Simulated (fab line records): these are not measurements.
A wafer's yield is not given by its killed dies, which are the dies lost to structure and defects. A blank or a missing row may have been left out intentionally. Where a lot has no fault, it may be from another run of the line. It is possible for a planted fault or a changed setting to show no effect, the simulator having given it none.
fab line records | flow sky130
[record] lots = 11 wafers = 33 lastDay = 50
route steps=708 shown VIA3@585 METAL4@602 CAP2M@605 PAD_OPEN@708
lots that met no fault: taken from a fault-free run of the same line
startH: the number of hours between the record's first day and the start of the first shown wafer of the lot | waitH: time in hours since the lot's previous step | " repeats the value in the row above | L1.1+2: one row covering several wafers at once | - value missing, or start not given | * or withheld: withheld | < > ~ a bound
route shown NAME@n: names a module that has steps shown in the file, with the first one's number in the route | usual: mean/standard deviation taken from wafers without a fault | same: alike in all rows | chamber/n: place in a boat | sites: the reading at each site | _std_site: how widely they spread, as a standard deviation | _edge_site: inner sites' mean taken away from outer sites' mean | radiusMm: how far each site lies from the wafer's centre | mask NAME#n: copy n | behind: the last tool/chamber to shape the wafer | hold: why the lot was held/for how many hours/how that ended | device: which transistor (n, p or np) failed to switch | end of line: the route-end tests of the same wafers | a step given without rows: its recipe and nothing more | killed: the dies lost at the first sort to structure and to defects; this is not the yield of the wafer | map: a wafer's dies, marking killed ones x, the rest . and places with no die _
set.NAME: the run value of the setting; set.NAME@STEP: its run value at that earlier step | model.NAME: the simulator's own value behind a step, which no gauge read
a sample of lots followed through the steps of the route, with each step as a table and each wafer as a row
services: a tool's chamber out of use, with start hour (startH, from the record's first day; less than 0 if before it), hours out, and reason
[[steps]]
[step SKY_VIA3_CD_MEAS_12]
[recipe] targetCdNm = 200
[usual] cdNm = 200.3/1.3
// columns lot.wafer tool chamber startH waitH cdNm
L837.1 cdSem-02 - 934.55 - 199.1
L837.3 " - " " 198.4
L837.5 " - " " 199.7
L838.1 cdSem-02 - 943.28 - 199.3
L838.4 " - " " 199.6
L838.5 " - " " 200.4
L839.2 cdSem-02 - 953.54 - 201.3
L839.5 " - " " 202.1
L839.6 " - " " 202.4
L840.3 cdSem-02 - 966.39 - 200.4
L840.5 " - " " 201.1
L840.6 " - " " 200.5
L842.3 cdSem-01 - 975.86 - 200.4
L842.4 " - " " 200.9
L842.6 " - " " 201.1
L844.1 cdSem-02 - 989.87 - 198.6
L844.5 " - " " 199.7
L844.6 " - " " 200.0
L848.4 cdSem-02 - 1023.11 - 202.0
L848.5 " - " " 199.5
L848.6 " - " " 198.9
L853.1 cdSem-01 - 1044.60 - 199.9
L853.3 " - " " 200.6
L853.4 " - " " 199.9
L855.2 cdSem-02 - 1061.75 - 200.6
L855.5 " - " " 199.9
L855.6 " - " " 201.1
L856.4 cdSem-02 - 1070.34 - 199.1
L856.5 " - " " 198.3
L856.6 " - " " 198.0
L859.1 cdSem-01 - 1079.80 - 197.7
L859.4 " - " " 199.7
L859.6 " - " " 198.2
[step SKY_METAL4_SPUTTER_04]
[recipe] material = TiN targetThkNm = 70 powerW = 6500 timeS = 58.3 chamberPressurePa = 0.4
[usual] throttleValvePct = 30.1/0.92
// columns lot.wafer tool chamber startH waitH throttleValvePct
L837.1 pvdSputter-04 - 936.36 0.0 28.1
L837.3 " - " " 30.6
L837.5 " - " " 29.8
L838.1 pvdSputter-01 - 944.89 0.0 29.2
L838.4 " - " " 30.6
L838.5 " - " " 31.3
L839.2 pvdSputter-04 - 955.17 0.0 30.9
L839.5 " - " " 30.7
L839.6 " - " " 28.2
L840.3 pvdSputter-01 - 967.97 0.0 31.6
L840.5 " - " " 29.5
L840.6 " - " " 30.6
L842.3 pvdSputter-04 - 977.61 0.0 30.8
L842.4 " - " " 30.4
L842.6 " - " " 30.5
L844.1 pvdSputter-03 - 991.49 0.0 31.1
L844.5 " - " " 31.1
L844.6 " - " " 29.5
L848.4 pvdSputter-03 - 1024.67 0.0 29.4
L848.5 " - " " 29.6
L848.6 " - " " 29.9
L853.1 pvdSputter-04 - 1046.25 0.0 30.5
L853.3 " - " " 27.9
L853.4 " - " " 30.8
L855.2 pvdSputter-03 - 1063.38 0.0 30.0
L855.5 " - " " 29.3
L855.6 " - " " 29.6
L856.4 pvdSputter-03 - 1072.24 0.0 30.9
L856.5 " - " " 29.9
L856.6 " - " " 29.8
L859.1 pvdSputter-03 - 1084.16 0.0 30.9
L859.4 " - " " 30.1
L859.6 " - " " 30.0
[step SKY_CAP2M_SPUTTER_02]
[recipe] material = TiN targetThkNm = 200 tempC = 300 powerW = 6500 timeS = 166.7 chamberPressurePa = 0.4
[usual] throttleValvePct = 29.6/1.1
// columns lot.wafer tool chamber startH waitH throttleValvePct
L837.1 pvdSputter-01 - 936.51 0.1 31.1
L837.3 " - " " 29.3
L837.5 " - " " 31.0
L838.1 pvdSputter-02 - 945.02 0.1 29.3
L838.4 " - " " 28.6
L838.5 " - " " 29.3
L839.2 pvdSputter-02 - 955.30 0.0 28.4
L839.5 " - " " 29.2
L839.6 " - " " 28.5
L840.3 pvdSputter-04 - 968.10 0.0 31.0
L840.5 " - " " 28.5
L840.6 " - " " 31.1
L842.3 pvdSputter-01 - 977.74 0.0 30.6
L842.4 " - " " 29.2
L842.6 " - " " 30.5
L844.1 pvdSputter-04 - 991.62 0.1 28.0
L844.5 " - " " 28.3
L844.6 " - " " 30.4
L848.4 pvdSputter-01 - 1024.80 0.0 31.3
L848.5 " - " " 29.1
L848.6 " - " " 30.7
L853.1 pvdSputter-02 - 1046.39 0.1 29.2
L853.3 " - " " 28.4
L853.4 " - " " 28.3
L855.2 pvdSputter-01 - 1063.51 0.0 31.4
L855.5 " - " " 30.6
L855.6 " - " " 29.2
L856.4 pvdSputter-01 - 1072.34 0.0 30.9
L856.5 " - " " 29.2
L856.6 " - " " 30.6
L859.1 pvdSputter-02 - 1084.29 0.1 30.1
L859.4 " - " " 28.4
L859.6 " - " " 28.6
[step SKY_CAP2M_SOFTBAKE_08]
[recipe] tempC = 90 timeS = 60 resist = NOVOLAK
[usual] chillPlateTempC = 23.01/0.1 heaterPowerTotalW = 56.59/0.041 plateTempC = 89.98/0.12
// columns lot.wafer tool chamber startH waitH chillPlateTempC heaterPowerTotalW plateTempC
L837.1 lithoTrack-01 0 949.21 0.1 23.03 56.61 89.73
L837.3 " 0 " " 22.94 56.65 89.97
L837.5 " 0 " " 22.93 56.68 89.92
L838.1 lithoTrack-03 0 957.58 0.1 22.91 56.53 90.05
L838.4 " 0 " " 22.87 56.63 90.06
L838.5 " 0 " " 22.91 56.56 89.96
L839.2 lithoTrack-02 0 967.35 0.1 23.08 56.69 90.01
L839.5 " 0 " " 23.01 56.60 89.85
L839.6 " 0 " " 22.97 56.52 90.05
L840.3 lithoTrack-02 0 980.27 0.1 22.89 56.63 89.99
L840.5 " 0 " " 22.93 56.55 89.83
L840.6 " 0 " " 23.02 56.50 89.94
L842.3 lithoTrack-01 0 989.01 0.1 22.85 56.63 89.61
L842.4 " 0 " " 23.08 56.58 89.88
L842.6 " 0 " " 23.07 56.55 89.71
L844.1 lithoTrack-01 0 1003.36 0.1 22.97 67.53 102.39
L844.5 " 0 " " 23.16 67.59 102.24
L844.6 " 0 " " 23.11 67.58 102.37
L848.4 lithoTrack-01 0 1035.84 0.1 23.09 67.68 102.30
L848.5 " 0 " " 23.01 67.60 102.12
L848.6 " 0 " " 22.99 67.51 102.16
L853.1 lithoTrack-03 0 1056.83 0.1 22.98 56.57 89.99
L853.3 " 0 " " 23.16 56.62 90.07
L853.4 " 0 " " 22.95 56.59 90.08
L855.2 lithoTrack-03 0 1074.85 0.1 23.04 56.63 90.01
L855.5 " 0 " " 22.87 56.60 89.83
L855.6 " 0 " " 22.93 56.58 89.93
L856.4 lithoTrack-03 0 1082.25 0.1 22.86 56.55 90.13
L856.5 " 0 " " 23.07 56.60 89.96
L856.6 " 0 " " 22.98 56.60 89.93
L859.1 lithoTrack-03 0 1093.23 0.1 23.17 56.59 90.05
L859.4 " 0 " " 23.01 56.58 90.05
L859.6 " 0 " " 23.28 56.62 90.02
[step SKY_CAP2M_STRIP_14]
[recipe] chemistry = O2/N2 powerW = 1400 pressureMtorr = 1500 platenTempC = withheld o2FlowSccm = 3000 n2FlowSccm = 300 overashFraction = 0.5
[usual] chamberPressureMTorr = 1500.0/1.5 drypumpMotorCurrentA = 5.50/0.25 oesProductAu = 0.710/0.0045 stripTimeToEndpointS = 12.64/0.059
// columns lot.wafer tool chamber startH waitH chamberPressureMTorr drypumpMotorCurrentA oesProductAu rfHoursCounterH stripTimeToEndpointS
L837.1 plasmaAsher-02 0 961.04 0.1 1499.8 5.66 0.707 21 12.66
L837.3 " 1 " " 1500.8 5.51 0.717 - 12.68
L837.5 " 1 " " 1498.5 5.53 0.715 - 12.65
L838.1 plasmaAsher-02 1 969.86 0.1 1501.8 5.50 0.718 22 12.62
L838.4 " 1 " " 1500.9 5.49 0.717 - 12.67
L838.5 " 1 " " 1499.0 5.52 0.707 - 12.66
L839.2 plasmaAsher-02 1 979.83 0.1 1499.0 5.49 0.710 23 12.64
L839.5 " 1 " " 1498.7 5.52 0.719 - 12.70
L839.6 " 0 " " 1500.0 5.61 0.710 - 12.60
L840.3 plasmaAsher-03 0 991.72 0.1 1497.5 5.44 0.708 - 12.56
L840.5 " 1 " " 1498.9 5.16 0.704 - 12.56
L840.6 " 0 " " 1499.9 5.45 0.710 - 12.54
L842.3 plasmaAsher-02 0 1001.11 0.1 1498.4 5.65 0.702 - 12.69
L842.4 " 1 " " 1498.9 5.52 0.708 - 12.64
L842.6 " 1 " " 1497.9 5.52 0.708 - 12.62
L844.1 plasmaAsher-03 0 1015.08 0.1 1500.6 5.44 0.711 89 12.21
L844.5 " 0 " " 1502.0 5.44 0.716 - 12.26
L844.6 " 1 " " 1501.2 5.17 0.706 - 12.24
L848.4 plasmaAsher-03 0 1047.27 0.1 1498.5 5.44 0.710 - 12.23
L848.5 " 1 " " 1498.7 5.14 0.708 - 12.17
L848.6 " 0 " " 1498.6 5.43 0.719 - 12.21
L853.1 plasmaAsher-03 0 1067.84 0.1 1501.2 5.44 0.711 94 12.65
L853.3 " 0 " " 1499.3 5.43 0.720 - 12.68
L853.4 " 1 " " 1501.7 5.15 0.713 - 12.69
L855.2 plasmaAsher-02 1 1084.79 0.1 1501.4 5.51 0.708 34 12.63
L855.5 " 1 " " 1497.4 5.51 0.720 - 12.64
L855.6 " 0 " " 1496.8 5.64 0.718 - 12.65
L856.4 plasmaAsher-03 1 1092.00 0.1 1497.7 5.16 0.711 - 12.70
L856.5 " 1 " " 1497.9 5.17 0.715 - 12.63
L856.6 " 0 " " 1501.3 5.42 0.714 - 12.64
L859.1 plasmaAsher-02 1 1104.11 0.1 1502.5 5.51 0.717 36 12.54
L859.4 " 1 " " 1502.4 5.51 0.713 - 12.54
L859.6 " 1 " " 1501.1 5.50 0.710 - 12.60
[step SKY_PAD_OPEN_PROBE_99]
[usual] defectLimitedYield = 82.6/2 killed_at_M0_to_M3 = 43/7.6 killed_at_M4_up = 2.9/1.9 killedAtContacts = 24/5 killedAtFrontEnd = 15/4.3 killedAtOther = 0.3/0.54 killedDies = 85/10 killedOpen = 47/7 killedShort = 38/6.4 sort_bin_3_pad_short = 0.8/0.4 sort_bin_5_function = 10.3/1.6 sort_bin_6_memory = 6.2/1.1 sortNPass = 407/10 sortYieldPct = 82.6/2
[same] grossDies = 492 killedAtBackSide = 0 sort_bin_4_leakage[%] = 0 sort_bin_8_speed[%] = 0
// columns lot.wafer tool chamber startH waitH defectLimitedYield[%] killed_at_M0_to_M3 killed_at_M4_up killedAtContacts killedAtFrontEnd killedAtOther killedDies killedOpen killedShort sort_bin_3_pad_short[%] sort_bin_5_function[%] sort_bin_6_memory[%] sortNPass sortYieldPct[%]
L839.2 prober-01 - 1098.52 0.1 84.6 42 1 18 15 0 76 45 31 0.8 7.7 6.9 416 84.6
L839.5 prober-01 - 1098.67 0.2 83.9 37 3 23 15 1 79 44 35 0.8 9.3 5.9 413 83.9
L839.6 prober-01 - 1098.72 0.2 82.9 35 3 31 15 0 84 51 33 1.2 11.8 4.1 408 82.9
L844.1 prober-02 - 1127.90 0.1 82.3 42 2 31 12 0 87 51 36 1.0 11.0 5.7 405 82.3
L844.5 prober-02 - 1128.10 0.2 80.5 43 8 26 19 0 96 48 48 1.0 13.2 5.3 396 80.5
L844.6 prober-02 - 1128.15 0.2 78.3 57 2 28 19 1 107 58 49 1.2 13.4 7.1 385 78.3
L848.4 prober-02 - 1154.94 0.2 86.2 32 2 25 9 0 68 47 21 0.6 9.1 4.1 424 86.2
L848.5 prober-02 - 1154.99 0.2 85.6 38 1 24 8 0 71 44 27 0.2 8.5 5.7 421 85.6
L848.6 prober-02 - 1155.04 0.2 83.5 48 3 19 11 0 81 50 31 1.0 8.9 6.5 411 83.5
L853.1 prober-01 - 1171.65 0.1 81.9 51 0 26 11 1 89 55 34 0.4 12.2 5.5 403 81.9
L853.3 prober-01 - 1171.75 0.2 81.5 41 1 29 19 1 91 51 40 0.6 10.4 7.5 401 81.5
L853.4 prober-01 - 1171.80 0.2 82.5 40 3 21 22 0 86 52 34 0.2 10.4 6.9 406 82.5
L856.4 prober-02 - 1190.92 0.2 83.9 32 1 27 19 0 79 47 32 0.6 9.6 5.9 413 83.9
L856.5 prober-02 - 1190.97 0.2 79.9 46 5 31 17 0 99 56 43 1.2 12.8 6.1 393 79.9
L856.6 prober-02 - 1191.02 0.2 83.5 43 5 21 12 0 81 41 40 0.4 9.3 6.7 411 83.5
L859.1 prober-01 - 1199.73 0.1 83.9 48 2 19 10 0 79 41 38 1.6 9.3 5.1 413 83.9
L859.4 prober-01 - 1199.88 0.2 80.7 48 3 23 21 0 95 54 41 0.6 13.2 5.5 397 80.7
L859.6 prober-01 - 1199.98 0.2 82.5 51 2 17 15 1 86 50 36 0.8 10.4 6.3 406 82.5
// killed by level:class
L839.2 VIA1:geometricParticle:open=11 VIA3:geometricParticle:open=8 VIA2:geometricParticle:open=5 LI_CONTACT:geometricParticle:open=5 CONTACT:geometricParticle:open=5 METAL1:geometricParticle:short=5 VIA1:geometricParticle:short=5 POLY_GATE:geometricParticle:open=4
L839.5 CONTACT:geometricParticle:open=10 VIA1:geometricParticle:open=10 METAL1:geometricParticle:short=8 VIA2:geometricParticle:open=6 POLY_GATE:geometricParticle:open=5 LI_CONTACT:geometricParticle:open=5 POLY_GATE:geometricParticle:short=4 LOCAL_INTERCONNECT:geometricParticle:short=4
L839.6 LI_CONTACT:geometricParticle:open=14 CONTACT:geometricParticle:open=9 VIA2:geometricParticle:open=6 VIA1:geometricParticle:open=6 FIELD_ISO:geometricParticle:open=5 METAL3:geometricParticle:short=5 VIA2:geometricParticle:short=4 VIA3:geometricParticle:open=4
L844.1 LI_CONTACT:geometricParticle:open=11 CONTACT:geometricParticle:open=9 CONTACT:geometricParticle:short=8 VIA1:geometricParticle:open=8 VIA1:geometricParticle:short=7 FIELD_ISO:geometricParticle:open=6 VIA2:geometricParticle:open=6 VIA3:geometricParticle:open=6
L844.5 CONTACT:geometricParticle:open=9 VIA1:geometricParticle:open=8 VIA1:geometricParticle:short=7 METAL4:geometricParticle:short=7 CONTACT:geometricParticle:short=6 METAL1:geometricParticle:short=6 LI_CONTACT:geometricParticle:open=5 VIA2:geometricParticle:open=5
L844.6 VIA2:geometricParticle:open=14 CONTACT:geometricParticle:short=11 VIA3:geometricParticle:open=9 VIA1:geometricParticle:open=8 FIELD_ISO:geometricParticle:open=6 VIA2:geometricParticle:short=5 LOCAL_INTERCONNECT:geometricParticle:short=5 CONTACT:geometricParticle:open=5
L848.4 CONTACT:geometricParticle:open=12 VIA3:geometricParticle:open=7 FIELD_ISO:geometricParticle:open=6 VIA1:geometricParticle:open=6 VIA2:geometricParticle:open=6 LI_CONTACT:geometricParticle:open=5 LOCAL_INTERCONNECT:geometricParticle:short=4 CONTACT:geometricParticle:short=3
L848.5 VIA1:geometricParticle:open=12 CONTACT:geometricParticle:open=11 VIA1:geometricParticle:short=7 LI_CONTACT:geometricParticle:open=6 METAL1:geometricParticle:short=4 VIA2:geometricParticle:open=4 FIELD_ISO:geometricParticle:open=3 LOCAL_INTERCONNECT:geometricParticle:short=3
L848.6 VIA1:geometricParticle:open=12 VIA2:geometricParticle:open=10 VIA3:geometricParticle:open=10 CONTACT:geometricParticle:open=7 LI_CONTACT:geometricParticle:open=5 LI_CONTACT:geometricParticle:short=4 METAL2:geometricParticle:short=4 POLY_GATE:geometricParticle:open=3
L853.1 CONTACT:geometricParticle:open=11 VIA1:geometricParticle:open=11 LI_CONTACT:geometricParticle:open=9 VIA3:geometricParticle:open=9 METAL3:geometricParticle:short=6 FIELD_ISO:geometricParticle:open=5 METAL1:geometricParticle:short=5 VIA2:geometricParticle:open=4
L853.3 VIA1:geometricParticle:open=9 CONTACT:geometricParticle:open=9 POLY_GATE:geometricParticle:open=7 LI_CONTACT:geometricParticle:open=7 METAL1:geometricParticle:short=6 VIA3:geometricParticle:open=6 FIELD_ISO:geometricParticle:short=5 CONTACT:geometricParticle:short=5
L853.4 VIA1:geometricParticle:open=14 CONTACT:geometricParticle:open=10 POLY_GATE:geometricParticle:open=6 VIA1:geometricParticle:short=5 VIA2:geometricParticle:open=5 FIELD_ISO:geometricParticle:short=4 FIELD_ISO:geometricParticle:open=4 LI_CONTACT:geometricParticle:short=3
L856.4 CONTACT:geometricParticle:open=13 LI_CONTACT:geometricParticle:open=7 POLY_GATE:geometricParticle:open=6 VIA3:geometricParticle:open=5 FIELD_ISO:geometricParticle:open=4 VIA1:geometricParticle:short=4 VIA1:geometricParticle:open=4 METAL2:geometricParticle:short=4
L856.5 VIA1:geometricParticle:open=13 LI_CONTACT:geometricParticle:open=11 CONTACT:geometricParticle:open=9 VIA3:geometricParticle:open=6 LOCAL_INTERCONNECT:geometricParticle:short=4 CONTACT:geometricParticle:short=4 METAL1:geometricParticle:short=4 VIA1:geometricParticle:short=4
L856.6 VIA1:geometricParticle:open=9 VIA1:geometricParticle:short=8 VIA2:geometricParticle:open=7 CONTACT:geometricParticle:open=6 LI_CONTACT:geometricParticle:open=5 VIA3:geometricParticle:open=5 POLY_GATE:geometricParticle:short=4 LOCAL_INTERCONNECT:geometricParticle:short=4
L859.1 CONTACT:geometricParticle:open=11 METAL2:geometricParticle:short=8 VIA2:geometricParticle:open=8 VIA1:geometricParticle:open=7 VIA3:geometricParticle:open=5 VIA1:geometricParticle:short=5 VIA3:geometricParticle:short=4 POLY_GATE:geometricParticle:open=3
L859.4 LI_CONTACT:geometricParticle:open=13 METAL1:geometricParticle:short=9 VIA3:geometricParticle:open=9 FIELD_ISO:geometricParticle:short=7 CONTACT:geometricParticle:open=6 VIA1:geometricParticle:open=6 VIA2:geometricParticle:open=6 FIELD_ISO:geometricParticle:open=4
L859.6 VIA2:geometricParticle:open=11 VIA1:geometricParticle:open=9 CONTACT:geometricParticle:open=8 VIA1:geometricParticle:short=7 VIA3:geometricParticle:short=7 FIELD_ISO:geometricParticle:open=5 LI_CONTACT:geometricParticle:short=4 VIA3:geometricParticle:open=4
[[services]]
// columns tool chamber startH hours kind
pvdSputter-02 0 961.26 - consumableReplace:kit
pvdSputter-02 0 961.26 18.0 scheduledDown
pvdSputter-02 0 961.26 18.0 ventCycle
pvdSputter-03 - 963.24 2.3 repair
pvdSputter-03 - 963.60 0.6 repair
pvdSputter-02 - 1006.96 3.3 repair
pvdSputter-04 - 1016.84 0.5 repair
pvdSputter-01 - 1041.22 5.3 repair
pvdSputter-04 0 1050.96 - consumableReplace:kit
pvdSputter-04 0 1050.96 18.0 scheduledDown
pvdSputter-04 0 1050.96 18.0 ventCycle
pvdSputter-02 - 1056.81 9.3 repair
pvdSputter-03 1 1063.43 - consumableReplace:kit
pvdSputter-03 1 1063.43 18.0 scheduledDown
pvdSputter-03 1 1063.43 18.0 ventCycle
pvdSputter-01 3 1085.09 - consumableReplace:kit
pvdSputter-01 3 1085.09 18.0 scheduledDown
pvdSputter-01 3 1085.09 18.0 ventCycle
plasmaAsher-03 - 1089.18 0.5 repair
[[key]]
[firstSign] step = SKY_CAP2M_SOFTBAKE_08 reading = heaterPowerTotalW direction = up sigmas = 99+ usual = * struck = *
[effect] step = SKY_CAP2M_SOFTBAKE_08 reading = plateTempC direction = up sigmas = 99+ usual = * struck = *
[effect] step = SKY_CAP2M_STRIP_14 reading = stripTimeToEndpointS direction = down sigmas = 7 usual = * struck = *
metAt SKY_CAP2M_SOFTBAKE_08
struckLots L844,L848
notActingAt SKY_VIA3_CD_MEAS_12,SKY_METAL4_SPUTTER_04,SKY_CAP2M_SPUTTER_02
onsetBetween 989.01 1003.36
[fault] kind = processParameterDrift tool = lithoTrack-01 chamber = - onsetH = 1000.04 steps = SKY_CAP2M_SOFTBAKE_08 channel = tempC offset = * shape = step endH = 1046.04 actsIn = * stated = *
